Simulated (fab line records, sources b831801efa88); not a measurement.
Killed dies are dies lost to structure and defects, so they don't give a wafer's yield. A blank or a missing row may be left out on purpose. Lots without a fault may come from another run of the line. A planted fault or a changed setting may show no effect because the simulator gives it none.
fab line records | flow gf180mcu
record lots=24 wafers=72 last_day=34
route steps=602 shown V2@386 M4@471 V4@477
lots that met no fault: from a run of the same line without faults
start_h: hours from the record's first day to the start of the lot's first wafer shown | wait_h: hours since the lot's step before | " the same as in the row above | L1.1+2: a row that stands for several wafers | - no value, or no start given | * or withheld: withheld | < > ~ a bound
route shown NAME@n: a module of which the file shows steps, and the number in the route of the first | usual: mean/standard deviation of fault-free wafers | same: alike in all rows | chamber/n: place in a boat | sites: the reading at each site | _std_site: their standard deviation | _edge_site: outer sites' mean less inner sites' | radius_mm: how far each site lies from the wafer's centre | mask NAME#n: copy n | behind: the tool/chamber that last shaped the wafer | hold: why the lot was held/for how many hours/how that ended | device: the transistor (n, p or np) that didn't switch | end of line: the same wafers' tests at the end of the route | a step without rows: its recipe alone | killed: dies lost to structure and defects at the first sort, not the wafer's yield | map: a wafer's dies, x killed, . not, _ none there
set.NAME: the setting as run; set.NAME@STEP: as run at that earlier step | model.NAME: the simulator's own value behind a step, which no gauge read
steps of the route over a sample of lots; a table a step, a row a wafer
services: from which hour (start_h, from the record's first day; less than 0 if before it) a tool's chamber was out of use, for how many hours, and why
## steps
# step GF_V2_CMP_04
# recipe material=SiO2 down_force_psi=4 platen_rpm=60 pad_velocity_m_s=0.94248
# usual motor_current_A=12.0/1.3 time_to_endpoint_s=80/5.9
# columns lot.wafer tool chamber start_h wait_h motor_current_A time_to_endpoint_s
L074.1 cmp-02 3 442.86 0.1 12.9 81
L074.3 " 1 " " 13.4 83
L074.5 " 0 " " 13.9 82
L075.2 cmp-01 1 453.57 0.0 9.3 81
L075.4 " 2 " " 11.1 84
L075.5 " 1 " " 9.4 85
L076.3 cmp-02 2 458.04 0.0 11.9 75
L076.2 " 1 " " 13.4 79
L076.6 " 2 " " 12.2 82
L077.3 cmp-01 1 473.45 0.1 9.5 73
L077.2 " 2 " " 11.1 80
L077.1 " 3 " " 12.1 80
L078.1 cmp-01 0 479.74 0.1 12.2 87
L078.4 " 3 " " 12.4 79
L078.6 " 1 " " 9.4 87
L079.1 cmp-01 0 482.00 0.1 12.3 79
L079.4 " 1 " " 9.4 77
L079.3 " 3 " " 12.8 80
L080.4 cmp-02 0 494.34 0.0 13.7 83
L080.3 " 2 " " 12.0 80
L080.5 " 0 " " 13.7 87
L081.2 cmp-02 2 499.35 0.1 11.8 87
L081.6 " 0 " " 13.6 88
L081.5 " 1 " " 12.8 88
L082.3 cmp-01 2 514.25 0.1 11.0 64
L082.4 " 0 " " 12.7 82
L082.5 " 2 " " 11.0 68
L083.2 cmp-01 0 516.63 0.1 12.5 78
L083.6 " 2 " " 10.7 79
L083.5 " 3 " " 12.0 77
L084.2 cmp-01 2 525.26 0.0 10.2 68
L084.5 " 2 " " 10.7 76
L084.6 " 3 " " 12.4 79
L085.2 cmp-01 1 535.37 0.0 9.3 76
L085.4 " 2 " " 11.6 75
L085.6 " 2 " " 11.0 76
L086.4 cmp-01 1 546.58 0.2 9.5 79
L086.6 " 2 " " 11.0 79
L086.5 " 3 " " 12.7 74
L087.4 cmp-02 2 553.21 0.0 11.9 81
L087.1 " 3 " " 12.1 77
L087.3 " 1 " " 13.1 80
L088.2 cmp-02 2 559.27 0.0 11.1 76
L088.1 " 0 " " 13.6 78
L088.4 " 1 " " 12.9 80
L089.3 cmp-02 3 564.24 0.0 11.7 80
L089.1 " 0 " " 14.2 86
L089.4 " 2 " " 11.4 86
L090.2 cmp-02 2 576.19 0.1 12.0 82
L090.4 " 3 " " 11.7 83
L090.5 " 1 " " 13.0 88
L091.4 cmp-01 2 581.22 0.1 10.5 73
L091.3 " 3 " " 12.8 71
L091.6 " 0 " " 12.6 83
L092.2 cmp-02 2 592.65 0.1 11.8 86
L092.3 " 0 " " 13.8 81
L092.6 " 1 " " 13.2 81
L093.4 cmp-02 1 598.21 0.1 13.0 91
L093.6 " 3 " " 11.7 87
L093.5 " 0 " " 13.6 85
L094.2 cmp-01 2 604.33 0.1 10.9 73
L094.1 " 3 " " 12.3 68
L094.5 " 1 " " 9.4 77
L095.3 cmp-02 2 610.98 0.1 11.4 84
L095.5 " 1 " " 12.9 82
L095.6 " 2 " " 12.1 88
L096.3 cmp-02 2 619.66 0.0 12.2 82
L096.4 " 3 " " 12.3 86
L096.2 " 1 " " 13.0 86
L097.1 cmp-01 0 631.46 0.1 12.4 82
L097.6 " 2 " " 10.9 70
L097.5 " 3 " " 11.6 85
# step GF_M4_OVL_MEAS_15
# usual M4_OVL=-1/4.7
# columns lot.wafer tool chamber start_h wait_h M4_OVL[nm]
L074.1 overlay-01 - 543.13 0.1 -5
L074.3 " - " " 0
L074.5 " - " " -5
L075.2 overlay-01 - 552.78 0.1 -3
L075.4 " - " " -1
L075.5 " - " " 1
L076.2 overlay-01 - 557.19 0.1 -4
L076.3 " - " " -5
L076.6 " - " " -6
L077.1 overlay-02 - 570.83 0.1 -3
L077.2 " - " " -1
L077.3 " - " " 3
L078.1 overlay-02 - 578.40 0.1 0
L078.4 " - " " -9
L078.6 " - " " -6
L079.1 overlay-01 - 578.73 0.1 6
L079.3 " - " " 3
L079.4 " - " " 5
L080.3 overlay-02 - 589.57 0.1 1
L080.4 " - " " 2
L080.5 " - " " -2
L081.2 overlay-01 - 594.12 0.1 -9
L081.5 " - " " -1
L081.6 " - " " -7
L082.3 overlay-01 - 607.29 0.1 -3
L082.4 " - " " -1
L082.5 " - " " -5
L083.2 overlay-02 - 611.13 0.1 -7
L083.5 " - " " -5
L083.6 " - " " -3
L084.2 overlay-02 - 617.52 0.1 -2
L084.5 " - " " -3
L084.6 " - " " 2
L085.2 overlay-01 - 627.23 0.1 0
L085.4 " - " " -1
L085.6 " - " " 2
L086.4 overlay-02 - 636.99 0.1 -2
L086.5 " - " " -5
L086.6 " - " " 4
L087.1 overlay-01 - 642.32 0.1 -9
L087.3 " - " " 0
L087.4 " - " " -1
L088.1 overlay-02 - 647.82 0.1 10
L088.2 " - " " 8
L088.4 " - " " 6
L089.1 overlay-02 - 652.01 0.1 -5
L089.3 " - " " -6
L089.4 " - " " -6
L090.2 overlay-01 - 663.31 0.1 1
L090.4 " - " " -1
L090.5 " - " " -4
L091.3 overlay-02 - 668.04 0.1 -3
L091.4 " - " " 2
L091.6 " - " " 0
L092.2 overlay-01 - 678.11 0.1 -6
L092.3 " - " " 2
L092.6 " - " " 1
L093.4 overlay-02 - 683.19 0.1 -6
L093.5 " - " " 4
L093.6 " - " " -5
L094.1 overlay-02 - 689.44 0.1 2
L094.2 " - " " 1
L094.5 " - " " 6
L095.3 overlay-01 - 694.07 0.1 0
L095.5 " - " " 4
L095.6 " - " " -1
L096.2 overlay-01 - 704.35 0.1 3
L096.3 " - " " -3
L096.4 " - " " -1
L097.1 overlay-01 - 712.51 0.1 2
L097.5 " - " " 0
L097.6 " - " " -1
# step GF_V4_THK_MEAS_01
# recipe reads=SiO2_of_V4_CVD_00
# usual V4_CVD_00_THK=598/6.6
# columns lot.wafer tool chamber start_h wait_h V4_CVD_00_THK[nm]
L074.1 film_metro-03 - 543.93 0.0 602
L074.3 " - " " 603
L074.5 " - " " 602
L075.2 film_metro-01 - 553.56 0.0 597
L075.4 " - " " 588
L075.5 " - " " 599
L076.2 film_metro-03 - 557.97 0.0 598
L076.3 " - " " 586
L076.6 " - " " 605
L077.1 film_metro-01 - 571.60 0.0 605
L077.2 " - " " 595
L077.3 " - " " 598
L078.1 film_metro-01 - 579.26 0.0 596
L078.4 " - " " 600
L078.6 " - " " 606
L079.1 film_metro-04 - 579.50 0.0 601
L079.3 " - " " 603
L079.4 " - " " 595
L080.3 film_metro-04 - 590.44 0.1 594
L080.4 " - " " 600
L080.5 " - " " 597
L081.2 film_metro-04 - 595.23 0.0 596
L081.5 " - " " 601
L081.6 " - " " 581
L082.3 film_metro-03 - 608.21 0.1 594
L082.4 " - " " 586
L082.5 " - " " 596
L083.2 film_metro-04 - 611.94 0.1 593
L083.5 " - " " 594
L083.6 " - " " 607
L084.2 film_metro-04 - 618.63 0.0 596
L084.5 " - " " 590
L084.6 " - " " 603
L085.2 film_metro-04 - 628.17 0.0 605
L085.4 " - " " 599
L085.6 " - " " 601
L086.4 film_metro-03 - 637.78 0.0 586
L086.5 " - " " 589
L086.6 " - " " 588
L087.1 film_metro-03 - 643.10 0.0 612
L087.3 " - " " 609
L087.4 " - " " 605
L088.1 film_metro-01 - 648.60 0.0 606
L088.2 " - " " 609
L088.4 " - " " 605
L089.1 film_metro-04 - 652.94 0.0 596
L089.3 " - " " 599
L089.4 " - " " 597
L090.2 film_metro-01 - 664.13 0.0 587
L090.4 " - " " 592
L090.5 " - " " 596
L091.3 film_metro-01 - 668.81 0.1 611
L091.4 " - " " 602
L091.6 " - " " 600
L092.2 film_metro-04 - 678.90 0.0 609
L092.3 " - " " 601
L092.6 " - " " 609
L093.4 film_metro-04 - 683.97 0.0 598
L093.5 " - " " 584
L093.6 " - " " 586
L094.1 film_metro-04 - 690.62 0.0 601
L094.2 " - " " 588
L094.5 " - " " 596
L095.3 film_metro-03 - 694.94 0.1 597
L095.5 " - " " 604
L095.6 " - " " 602
L096.2 film_metro-03 - 705.31 0.1 606
L096.3 " - " " 600
L096.4 " - " " 596
L097.1 film_metro-03 - 713.32 0.0 590
L097.5 " - " " 602
L097.6 " - " " 595
# step GF_V4_CVD_02
# recipe material=SiO2 target_thk_nm=850 precursor=TEOS temp_c=400 time_s=94.851 rf_w=600
# usual heater_power_w=664/90
# same time_s=94.851
# columns lot.wafer tool chamber start_h wait_h heater_power_w
L074.1 pecvd-04 2 543.99 0.1 748
L074.3 " 1 " " 595
L074.5 " 2 " " 653
L075.2 pecvd-04 0 553.61 0.0 649
L075.4 " 2 " " 774
L075.5 " 0 " " 687
L076.2 pecvd-04 1 558.02 0.0 574
L076.3 " 2 " " 786
L076.6 " 2 " " 641
L077.1 pecvd-02 1 571.66 0.1 710
L077.2 " 2 " " 723
L077.3 " 0 " " 546
L078.1 pecvd-03 2 579.32 0.1 669
L078.4 " 0 " " 578
L078.6 " 1 " " 741
L079.1 pecvd-04 1 579.56 0.1 644
L079.3 " 2 " " 677
L079.4 " 1 " " 495
L080.3 pecvd-02 0 590.48 0.0 584
L080.4 " 1 " " 696
L080.5 " 2 " " 628
L081.2 pecvd-04 0 595.28 0.0 703
L081.5 " 2 " " 630
L081.6 " 0 " " 732
L082.3 pecvd-02 2 608.25 0.0 616
L082.4 " 1 " " 757
L082.5 " 0 " " 523
L083.2 pecvd-03 1 611.99 0.0 849
L083.5 " 2 " " 673
L083.6 " 0 " " 581
L084.2 pecvd-04 2 618.68 0.0 781
L084.5 " 2 " " 631
L084.6 " 1 " " 576
L085.2 pecvd-04 2 628.22 0.0 713
L085.4 " 1 " " 579
L085.6 " 2 " " 740
L086.4 pecvd-04 2 637.84 0.1 754
L086.5 " 1 " " 573
L086.6 " 0 " " 742
L087.1 pecvd-03 0 643.16 0.1 570
L087.3 " 2 " " 681
L087.4 " 2 " " 696
L088.1 pecvd-02 1 648.66 0.1 676
L088.2 " 2 " " 626
L088.4 " 2 " " 678
L089.1 pecvd-02 0 653.00 0.1 542
L089.3 " 1 " " 725
L089.4 " 2 " " 658
L090.2 pecvd-02 0 664.18 0.0 616
L090.4 " 2 " " 691
L090.5 " 0 " " 663
L091.3 pecvd-02 1 668.85 0.0 617
L091.4 " 1 " " 688
L091.6 " 0 " " 570
L092.2 pecvd-03 0 678.95 0.0 574
L092.3 " 2 " " 706
L092.6 " 0 " " 464
L093.4 pecvd-04 1 684.04 0.1 500
L093.5 " 0 " " 700
L093.6 " 2 " " 788
L094.1 pecvd-03 1 690.68 0.1 795
L094.2 " 0 " " 574
L094.5 " 2 " " 685
L095.3 pecvd-03 2 694.98 0.0 687
L095.5 " 0 " " 581
L095.6 " 2 " " 690
L096.2 pecvd-03 0 705.36 0.0 563
L096.3 " 2 " " 635
L096.4 " 1 " " 830
L097.1 pecvd-03 1 713.38 0.1 824
L097.5 " 2 " " 587
L097.6 " 1 " " 870
# step GF_V4_BOW_MEAS_05
# recipe mode=bow
# usual V4_BOW=137/9
# columns lot.wafer tool chamber start_h wait_h V4_BOW[um]
L074.1 film_metro-04 - 544.45 0.1 130
L074.3 " - " " 146
L074.5 " - " " 131
L075.2 film_metro-03 - 554.06 0.1 144
L075.4 " - " " 150
L075.5 " - " " 147
L076.2 film_metro-01 - 558.47 0.1 134
L076.3 " - " " 138
L076.6 " - " " 137
L077.1 film_metro-03 - 572.09 0.1 129
L077.2 " - " " 125
L077.3 " - " " 135
L078.1 film_metro-04 - 579.75 0.2 138
L078.4 " - " " 136
L078.6 " - " " 130
L079.1 film_metro-04 - 579.99 0.2 122
L079.3 " - " " 138
L079.4 " - " " 139
L080.3 film_metro-04 - 590.95 0.3 138
L080.4 " - " " 141
L080.5 " - " " 139
L081.2 film_metro-04 - 595.73 0.2 129
L081.5 " - " " 151
L081.6 " - " " 140
L082.3 film_metro-03 - 608.72 0.3 128
L082.4 " - " " 134
L082.5 " - " " 132
L083.2 film_metro-01 - 612.44 0.2 146
L083.5 " - " " 150
L083.6 " - " " 141
L084.2 film_metro-03 - 619.13 0.3 128
L084.5 " - " " 134
L084.6 " - " " 133
L085.2 film_metro-03 - 628.67 0.2 118
L085.4 " - " " 113
L085.6 " - " " 116
L086.4 film_metro-04 - 638.29 0.2 136
L086.5 " - " " 139
L086.6 " - " " 141
L087.1 film_metro-04 - 643.59 0.1 133
L087.3 " - " " 130
L087.4 " - " " 142
L088.1 film_metro-03 - 649.08 0.2 135
L088.2 " - " " 149
L088.4 " - " " 149
L089.1 film_metro-04 - 653.43 0.2 127
L089.3 " - " " 133
L089.4 " - " " 133
L090.2 film_metro-03 - 664.63 0.3 137
L090.4 " - " " 130
L090.5 " - " " 139
L091.3 film_metro-04 - 669.33 0.1 122
L091.4 " - " " 137
L091.6 " - " " 122
L092.2 film_metro-04 - 679.40 0.2 138
L092.3 " - " " 147
L092.6 " - " " 140
L093.4 film_metro-04 - 684.49 0.3 145
L093.5 " - " " 130
L093.6 " - " " 147
L094.1 film_metro-01 - 691.11 0.2 131
L094.2 " - " " 143
L094.5 " - " " 133
L095.3 film_metro-03 - 695.45 0.2 133
L095.5 " - " " 140
L095.6 " - " " 145
L096.2 film_metro-04 - 705.81 0.2 150
L096.3 " - " " 143
L096.4 " - " " 139
L097.1 film_metro-04 - 713.81 0.1 152
L097.5 " - " " 147
L097.6 " - " " 146
# step GF_V4_SPUTTER_21
# recipe material=Ti target_thk_nm=15 chamber_pressure_pa=5 power_w=2500 substrate_temp_c=200 time_s=80.02
# usual throttle_valve_pct=30.2/1
# same time_s=80.02
# columns lot.wafer tool chamber start_h wait_h throttle_valve_pct
L074.1 pvd_sputter-03 - 567.59 0.0 28.2
L074.3 " - " " 29.0
L074.5 " - " " 30.1
L075.2 pvd_sputter-01 - 577.27 0.0 32.4
L075.4 " - " " 29.8
L075.5 " - " " 31.2
L076.2 pvd_sputter-02 - 581.68 0.0 30.5
L076.3 " - " " 30.0
L076.6 " - " " 29.8
L077.1 pvd_sputter-03 - 594.66 0.0 28.9
L077.2 " - " " 31.2
L077.3 " - " " 30.0
L079.1 pvd_sputter-03 - 602.39 0.0 28.3
L079.3 " - " " 31.1
L079.4 " - " " 28.8
L078.1 pvd_sputter-02 - 602.41 0.0 29.6
L078.4 " - " " 31.4
L078.6 " - " " 30.4
L080.3 pvd_sputter-02 - 612.95 0.0 30.2
L080.4 " - " " 31.3
L080.5 " - " " 29.8
L081.2 pvd_sputter-01 - 617.25 0.0 29.9
L081.5 " - " " 29.9
L081.6 " - " " 32.4
L082.3 pvd_sputter-02 - 630.53 0.0 30.5
L082.4 " - " " 29.9
L082.5 " - " " 30.7
L083.2 pvd_sputter-02 - 633.52 0.0 30.2
L083.5 " - " " 29.8
L083.6 " - " " 31.4
L084.2 pvd_sputter-02 - 641.01 0.0 29.9
L084.5 " - " " 29.7
L084.6 " - " " 30.3
L085.2 pvd_sputter-03 - 649.48 0.0 29.8
L085.4 " - " " 28.8
L085.6 " - " " 29.9
L086.4 pvd_sputter-03 - 658.89 0.0 28.1
L086.5 " - " " 28.7
L086.6 " - " " 31.1
L087.1 pvd_sputter-02 - 664.50 0.0 30.4
L087.3 " - " " 29.5
L087.4 " - " " 30.2
L088.1 pvd_sputter-01 - 669.42 0.0 30.1
L088.2 " - " " 29.9
L088.4 " - " " 30.9
L089.1 pvd_sputter-01 - 673.67 0.0 30.1
L089.3 " - " " 30.7
L089.4 " - " " 30.3
L090.2 pvd_sputter-01 - 685.48 0.0 30.9
L090.4 " - " " 29.8
L090.5 " - " " 30.0
L091.3 pvd_sputter-02 - 689.41 0.0 30.3
L091.4 " - " " 31.2
L091.6 " - " " 29.5
L092.2 pvd_sputter-02 - 699.09 0.0 30.1
L092.3 " - " " 31.2
L092.6 " - " " 29.9
L093.4 pvd_sputter-01 - 704.23 0.0 32.5
L093.5 " - " " 30.2
L093.6 " - " " 31.1
L094.1 pvd_sputter-02 - 710.75 0.0 29.8
L094.2 " - " " 30.2
L094.5 " - " " 31.3
L095.3 pvd_sputter-02 - 714.22 0.0 29.8
L095.5 " - " " 30.1
L095.6 " - " " 30.4
L096.2 pvd_sputter-03 - 725.40 0.0 28.3
L096.3 " - " " 28.8
L096.4 " - " " 31.2
L097.1 pvd_sputter-03 - 732.47 0.0 31.0
L097.5 " - " " 31.2
L097.6 " - " " 28.8
## services
# columns tool chamber start_h hours kind
cmp-02 - 421.70 1.6 repair
cmp-01 - 426.37 2.1 repair
cmp-02 - 428.55 4.1 pm
cmp-01 - 439.15 2.2 repair
pvd_sputter-02 - 469.95 2.1 repair
pecvd-03 - 487.56 1.0 repair
pecvd-03 - 510.05 0.9 repair
pvd_sputter-02 - 510.22 5.9 repair
pecvd-03 - 520.29 0.9 repair
cmp-01 - 528.50 2.2 repair
pecvd-04 0 534.88 12.2 repair
cmp-02 - 560.91 1.5 repair
pecvd-03 - 567.49 5.5 pm
pvd_sputter-02 - 569.46 2.6 repair
cmp-01 - 572.71 4.0 pm
cmp-02 - 584.17 1.6 repair
pecvd-03 - 591.12 14.0 pm
pecvd-03 - 607.12 0.9 repair
pecvd-03 2 653.76 2.6 repair
pecvd-04 - 673.51 2.8 pm
cmp-02 - 681.99 4.3 repair
cmp-02 - 686.49 2.2 repair
cmp-01 - 688.72 3.1 pm
cmp-02 - 710.60 1.7 repair
## key
fault none
